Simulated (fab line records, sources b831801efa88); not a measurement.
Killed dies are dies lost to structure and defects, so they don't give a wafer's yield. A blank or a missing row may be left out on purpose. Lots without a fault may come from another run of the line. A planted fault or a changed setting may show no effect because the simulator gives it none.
Which tool did it? | flow gf180mcu | 24 lots, 72 wafers sampled, at 2 steps of a route of 602

WHAT THE GAUGES READ, wafer by wafer
GF_M2_CD_MEAS_14: target cd 280 nm. Usual: cd_nm 280.0 nm, standard deviation 1.2.
lot  | measured     | on        | cd_nm (nm)        | flag
L074 | day 19 17:35 | cd_sem-02 | 281.0 281.0 280.5 |
L075 | day 19 20:58 | cd_sem-01 | 280.3 280.4 279.4 |
L076 | day 20 09:38 | cd_sem-01 | 279.6 278.0 278.7 |
L077 | day 20 21:05 | cd_sem-02 | 280.2 279.4 278.8 |
L078 | day 20 22:29 | cd_sem-02 | 278.4 279.3 279.6 |
L079 | day 21 03:03 | cd_sem-01 | 280.0 279.8 279.9 |
L080 | day 21 15:23 | cd_sem-02 | 278.5 278.7 278.4 |
L081 | day 22 05:51 | cd_sem-01 | 279.7 280.3 279.1 |
L082 | day 22 07:10 | cd_sem-02 | 280.9 278.4 279.0 |
L083 | day 22 15:37 | cd_sem-01 | 280.8 279.4 279.8 |
L084 | day 22 18:06 | cd_sem-01 | 280.9 280.8 280.0 |
L085 | day 23 09:48 | cd_sem-01 | 280.5 279.4 280.4 |
L086 | day 23 19:23 | cd_sem-02 | 279.5 279.8 279.8 |
L088 | day 24 02:59 | cd_sem-01 | 282.3 280.9 282.1 |
L087 | day 24 06:04 | cd_sem-02 | 281.1 278.9 280.9 |
L089 | day 24 16:31 | cd_sem-02 | 277.9 277.0 277.7 |
L090 | day 25 00:43 | cd_sem-01 | 281.1 280.3 281.4 |
L091 | day 25 08:52 | cd_sem-01 | 281.1 282.0 281.3 |
L092 | day 25 13:47 | cd_sem-01 | 279.5 281.0 279.4 |
L093 | day 26 00:36 | cd_sem-02 | 281.1 281.9 280.4 |
L094 | day 26 08:11 | cd_sem-02 | 280.6 280.7 280.5 |
L095 | day 26 09:04 | cd_sem-01 | 279.7 279.8 278.1 |
L096 | day 26 15:51 | cd_sem-02 | 279.7 281.7 281.1 |
L097 | day 27 00:28 | cd_sem-02 | 280.2 279.1 278.9 |

GF_V3_OVL_MEAS_15. Usual: V3_OVL -2 nm, standard deviation 5.1.
lot  | measured     | on         | V3_OVL (nm) | flag
L074 | day 22 22:41 | overlay-02 | -3 -10 -3   |
L075 | day 23 00:32 | overlay-01 | 4 2 0       |
L076 | day 23 12:53 | overlay-02 | 0 -6 0      |
L077 | day 23 23:11 | overlay-01 | -6 -5 -6    |
L078 | day 24 00:56 | overlay-01 | 7 0 7       |
L079 | day 24 04:02 | overlay-02 | -6 -6 -11   |
L080 | day 24 15:09 | overlay-02 | -12 -7 -8   |
L081 | day 25 05:26 | overlay-01 | 1 1 -4      |
L082 | day 25 06:41 | overlay-01 | -7 1 -4     |
L083 | day 25 13:44 | overlay-02 | -5 5 1      |
L084 | day 25 16:02 | overlay-02 | -6 -3 -13   |
L085 | day 26 07:00 | overlay-01 | -7 -12 -8   |
L086 | day 26 15:14 | overlay-02 | 2 0 0       |
L088 | day 26 22:44 | overlay-02 | -10 -10 -10 |
L087 | day 27 00:53 | overlay-02 | 3 5 2       |
L089 | day 27 10:59 | overlay-01 | -3 -5 -2    |
L090 | day 27 19:32 | overlay-01 | 4 0 4       |
L091 | day 28 01:54 | overlay-02 | 0 2 3       |
L092 | day 28 07:08 | overlay-02 | 3 -1 11     |
L093 | day 28 16:50 | overlay-02 | 2 -2 0      |
L094 | day 29 00:51 | overlay-02 | -6 -4 -10   |
L095 | day 29 02:38 | overlay-02 | 3 -5 -3     |
L096 | day 29 07:02 | overlay-02 | -1 -7 -1    |
L097 | day 29 16:17 | overlay-02 | -4 -7 -10   |

WHICH TOOL RAN EACH LOT (tool, then ch and the chambers of the sampled wafers, then the start)
The record holds no process step before these readings.

WHAT THE TOOLS THEMSELVES READ (means of the sampled wafers that have a number; where no wafer has one, the mark that the record gives instead)
The record holds no such reading with a usual standard deviation.

THE ANSWER, worked out from the rows above alone
Rule: a lot is off if the mean of its wafers that have a number lies more than 3 standard deviations from the usual mean. A lot without any number at a reading at which 4 lots or more have one is off too. The other lots that the step has rows for count as sound. The gauges are gone through in route order, then the tools' own readings, and for those a lot's mean is taken as printed above. The first step at which some lot is off is used, and at that step the reading that is off furthest; a lot without a number counts as furthest.
No lot is off at any reading shown: from this, nothing can be told.

WHAT THE SIMULATOR HAD PUT IN
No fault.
